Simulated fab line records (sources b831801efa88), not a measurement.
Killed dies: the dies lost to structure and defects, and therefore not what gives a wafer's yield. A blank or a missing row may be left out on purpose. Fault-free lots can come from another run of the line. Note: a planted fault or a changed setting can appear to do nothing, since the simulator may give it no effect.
Problem report, 8D (eight disciplines) form, completed by code    flow sky130    the parts of the form that need people (team, actions taken, sign-off) are left out

1. WHAT WENT WRONG
VIA3_HDPCVD_THK at SKY_VIA3_THK_MEAS_01 reads a mean of 1439 nm on 1 wafer of 1 lot; wafers without a fault read 1636 nm with a standard deviation of 21. Relative to the usual mean, that is a shift of -9.4 standard deviations.
The first sign was on wafer L655.3 at day 44 06:01, on filmMetro-02. The record has a number at this step for 39 wafers belonging to 13 lots. Rule for "out", or "out of limits": more than 4 standard deviations from the usual mean. The rest of the wafers with a number are treated as sound.

2. WHAT IT IS, AND WHAT IT ISN'T
question                     is                 is not
which readings at this step  VIA3_HDPCVD_THK    -
which lots                   L655               L639, L640, L641, L643, L644, L645, L646, L648, L649, L651, L653, L660
which wafers of those lots   L655.3             L655.1, L655.6
read on which gauges         filmMetro-02       filmMetro-01, filmMetro-04
when                         from day 44 06:01  up to then (35 sound wafers); but 3 sound wafers of L660 came after

3. THE SUSPECTS, EACH WITH WHAT RULES IT OUT
Counting: any tool at a process step up to the reading remains a suspect provided it ran every lot that is out. Sound lots after the first of them don't rule it out here, since some wafers of a struck lot are sound.
- the gauge at SKY_VIA3_THK_MEAS_01: ruled out. All the wafers that are out were read on filmMetro-02, but those of them that SKY_VIA3_ETCH_15 has rows for are out there too, on other tools.
- rieDiel-02 at SKY_VIA2_ETCH_15 (etches SiO2 in C4F8/O2/Ar, stops on TiN, target depth 546 nm, time 84 s): kept. L655, the lot that is out, went through it at day 42 03:31; up to then, the latest sound lot through it was L648 at day 40 07:28.
- hdpcvd-01 at SKY_VIA3_HDPCVD_00 (deposits SiO2, target thk 1635 nm, time 272.5 s): kept. L655, the lot that is out, went through it at day 44 05:51; up to then, the latest sound lot through it was L653 at day 44 00:41.
- In rieDiel-02 at SKY_VIA2_ETCH_15, the wafers that are out were processed in chamber 1 and their sound lot-mates in chambers 2, 3.
Left after counting: rieDiel-02 at SKY_VIA2_ETCH_15, hdpcvd-01 at SKY_VIA3_HDPCVD_00.

4. THE CAUSE (what the simulator had put in)
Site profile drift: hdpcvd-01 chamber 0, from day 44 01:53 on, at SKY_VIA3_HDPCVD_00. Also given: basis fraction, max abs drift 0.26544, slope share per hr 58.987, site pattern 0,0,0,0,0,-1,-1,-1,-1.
Counting leaves 2 suspects; this tool is one of them.

5. SEQUENCE OF EFFECTS, ordered by route
Each row: a reading where the mean over the struck wafers with a number is more than 3 standard deviations away from the usual. Scope: only readings with a usual standard deviation given in the record; hours: median across lots of the time from each lot's start at the first step in this table that gives one to its start at this step; sigmas: change in usual standard deviations.
hours  step                  reading          usual       on struck wafers  change  sigmas
0      SKY_VIA3_THK_MEAS_01  VIA3_HDPCVD_THK  1636 nm     1439              -197    -9.4
23     SKY_VIA3_ETCH_15      oesProductAu     0.946 a.u.  0.722             -0.224  -46
It contains these process steps:
- SKY_VIA3_ETCH_15: etches SiO2 in C4F8/O2/Ar, stops on TiN, target depth 507 nm, time 78 s.

6. WHAT WOULD HAVE CAUGHT IT SOONER
Counted from the fault's start at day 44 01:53, it took 4 hours until the first out-of-limits reading at a measuring or inspecting step in this record, taken at day 44 06:01.
By day 44 06:01, every lot that is out (1) had started SKY_VIA3_HDPCVD_00 on hdpcvd-01. A hold on the tool at that time would have spared none of them.
